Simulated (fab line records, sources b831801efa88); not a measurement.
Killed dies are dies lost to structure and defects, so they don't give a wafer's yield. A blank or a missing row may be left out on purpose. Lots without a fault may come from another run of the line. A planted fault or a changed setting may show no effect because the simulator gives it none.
A struck lot beside a sound one | flow gf180mcu | 15 steps out of a route of 602
Sound: wafers L542.2, L542.4, L542.5. Struck: wafer L545.4. (L545.2, L545.6 of the same lot were not struck and are left out.) The cause comes at the end.
At each step with rows: each side's tool, then ch and its chambers, then its first start. Under that, the readings that differ: sound wafers | struck wafers | difference of the means | sigmas: that difference in standard deviations of wafers without a fault.
alike: readings whose means differ by less than 2 such deviations, and words and numbers that are the same on both sides. not compared: withheld readings, readings that some wafer has no value for, bounds like >300 that may hide the same value, and numbers for which the record gives no deviation and whose values overlap.
The two part at a step that has a row with sigmas, a row that says differs or no value, or rows on one side only. Numbers that don't overlap but have no deviation are shown without sigmas and don't part them. A reading that every wafer of one side lacks parts them only if that side has two wafers or more.

GF_V1_BOW_MEAS_05:
  sound on film_metro-02, day 18 22:57; struck on film_metro-02, day 20 05:48
  alike: V1_BOW
then, 8 steps without rows for these wafers: GF_V1_DEHYDRATE_06 (time 60 s); GF_V1_HMDS_07 (prime time 60 s); GF_V1_COAT_08; GF_V1_COAT_09 (resist thk 1000 nm); GF_V1_SOFTBAKE_10 (time 60 s); GF_V1_EXPOSE_11 (exposes mask Via1, target cd 260 nm); GF_V1_PEB_12 (peb time 90 s); GF_V1_DEVELOP_13 (develop time 60 s).
GF_V1_CD_MEAS_14: target cd 260 nm.
  sound on cd_sem-01, day 19 23:02; struck on cd_sem-01, day 21 05:19
  reading    | sound             | struck | difference | sigmas
  cd_nm (nm) | 257.9 258.7 257.7 | 261.8  | +3.7       | +3
GF_V1_OVL_MEAS_15:
  sound on overlay-01, day 19 23:08; struck on overlay-01, day 21 05:25
  alike: V1_OVL
GF_V1_ETCH_16: etches BARC in N2/H2.
  sound on rie_diel-02 ch 1,2,3, day 19 23:10; struck on rie_diel-03 ch 0, day 21 05:27
  reading                     | sound       | struck | difference | sigmas
  drypump_motor_current_A (A) | 6.5 6.4 6.2 | 5.4    | -1.0       | -2
  alike: oes_product_au, rf_fwd_power_W, throttle_valve_pct
GF_V1_ETCH_17: etches SiO2 in C4F8/O2/Ar, stops on TiN, target depth 630 nm.
  sound on rie_diel-02 ch 1,2,3, day 19 23:00; struck on rie_diel-03 ch 0, day 21 05:00
  reading            | sound          | struck | difference | sigmas
  rf_fwd_power_W (W) | 1492 1495 1490 | 1250   | -242       | -55
  alike: oes_product_au
GF_V1_STRIP_18: strips in O2/N2.
  sound on plasma_asher-02 ch 0,1, day 19 23:18; struck on plasma_asher-04 ch 1, day 21 05:35
  alike: drypump_motor_current_A, heater_power_w, oes_product_au
  not compared: rf_hours_counter_h
GF_PASSIVATION_PROBE_99:
  the record has rows for the sound wafers here (prober-01, day 30 12:50) and none for the struck ones

WHERE THEY PART
First at GF_V1_CD_MEAS_14; last, within this record, at GF_PASSIVATION_PROBE_99.

WHY: what the simulator had put in
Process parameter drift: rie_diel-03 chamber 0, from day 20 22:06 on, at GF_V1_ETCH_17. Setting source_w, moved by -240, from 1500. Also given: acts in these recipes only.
